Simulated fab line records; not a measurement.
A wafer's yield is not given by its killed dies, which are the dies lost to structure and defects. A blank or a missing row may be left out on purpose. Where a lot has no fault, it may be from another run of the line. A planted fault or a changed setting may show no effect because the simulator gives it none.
Problem report in the 8D (eight disciplines) form, filled by code / flow sky130 / the parts of the form that need people (team, actions taken, sign-off) are left out

== 1. THE ISSUE ==
At SKY_POLY_CUT_ETCH_11, oesProductAu averages 0.743 a.u. over 6 wafers from 2 lots, while fault-free wafers read 0.829 a.u., standard deviation 0.0069. That is -12 standard deviations from the usual mean.
The step: etches Si3N4 in CF4/CH2F2/Ar, stops on poly-Si, time 42.5 s, target depth 60 nm.
First observed at day 30 01:11: wafer L613.1, on rieDiel-02. Wafers with a number at this step in the record: 39, from 13 lots. Rule for "out" (also "out of limits"): further than 4 standard deviations from the usual mean. Any other wafer with a number is counted as sound.

== 2. WHAT THIS IS AND IS NOT ==
question=which readings at this step | is=oesProductAu | is not=drypumpMotorCurrentA, rfFwdPowerW, throttleValvePct
question=which lots | is=L613, L614 | is not=L599, L600, L601, L602, L603, L604, L616, L617, L619, L620, L621
question=which wafers of those lots | is=all that have a number | is not=-
question=read on which tools | is=rieDiel-02 | is not=rieDiel-01, rieDiel-04
question=when | is=from day 30 01:11 | is not=up to then (18 sound wafers); but 15 sound wafers of L616, L617, L619, L620, L621 came after

== 3. SUSPECTS, AND WHAT RULES EACH OUT ==
Counting: a tool stays on the suspect list if, at a process step up to the reading, it processed all lots that are out and no sound lot following the first of them.
- rieDiel-02 at SKY_POLY_CUT_ETCH_11 (etches Si3N4 in CF4/CH2F2/Ar, stops on poly-Si, time 42.5 s, target depth 60 nm): kept. Every lot that is out went through it, starting with L613 (day 30 01:11), and after that it ran no sound lot; the last sound lot it ran before then is L604 (day 26 15:26). Out on those wafers are its own readings of oesProductAu.
Remaining after the count: rieDiel-02 at SKY_POLY_CUT_ETCH_11.

== 4. THE CAUSE (what the simulator had put in) ==
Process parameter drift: rieDiel-02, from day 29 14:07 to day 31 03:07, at SKY_POLY_CUT_ETCH_11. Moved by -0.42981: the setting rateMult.
The count eliminated every tool but this one.

== 5. THE CHAIN OF EFFECTS, in route order ==
Each row: a reading where the mean over the struck wafers with a number is more than 3 standard deviations away from the usual. Only readings whose record carries a usual standard deviation are examined. hours: median over the lots of the time between each lot's start at the first step of this table that gives one and its start at this step. sigmas: the change, counted in usual standard deviations.
hours=0; step=SKY_POLY_CUT_ETCH_11; reading=oesProductAu; usual=0.829 a.u.; on struck wafers=0.743; change=-0.086; sigmas=-12
hours=472; step=SKY_PAD_OPEN_PROBE_99; reading=killedAtFrontEnd; usual=15; on struck wafers=417; change=+402; sigmas=+99 or more
hours=472; step=SKY_PAD_OPEN_PROBE_99; reading=killedDies; usual=86; on struck wafers=492; change=+406; sigmas=+43
hours=472; step=SKY_PAD_OPEN_PROBE_99; reading=killedOnRim; usual=17; on struck wafers=96; change=+79; sigmas=+23
Here are the process steps it includes:
- SKY_POLY_CUT_ETCH_11: etches Si3N4 in CF4/CH2F2/Ar, stops on poly-Si, time 42.5 s, target depth 60 nm.
- SKY_PAD_OPEN_PROBE_99
Later measuring or inspecting steps at which every struck wafer that the step has a row for has a number for every such reading, and none has moved that far: SKY_VIA1_THK_MEAS_01.

== 6. WHAT WOULD HAVE CAUGHT IT SOONER ==
First out-of-limits reading in this record: day 30 01:11, which is 11 hours after fault onset at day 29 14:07.
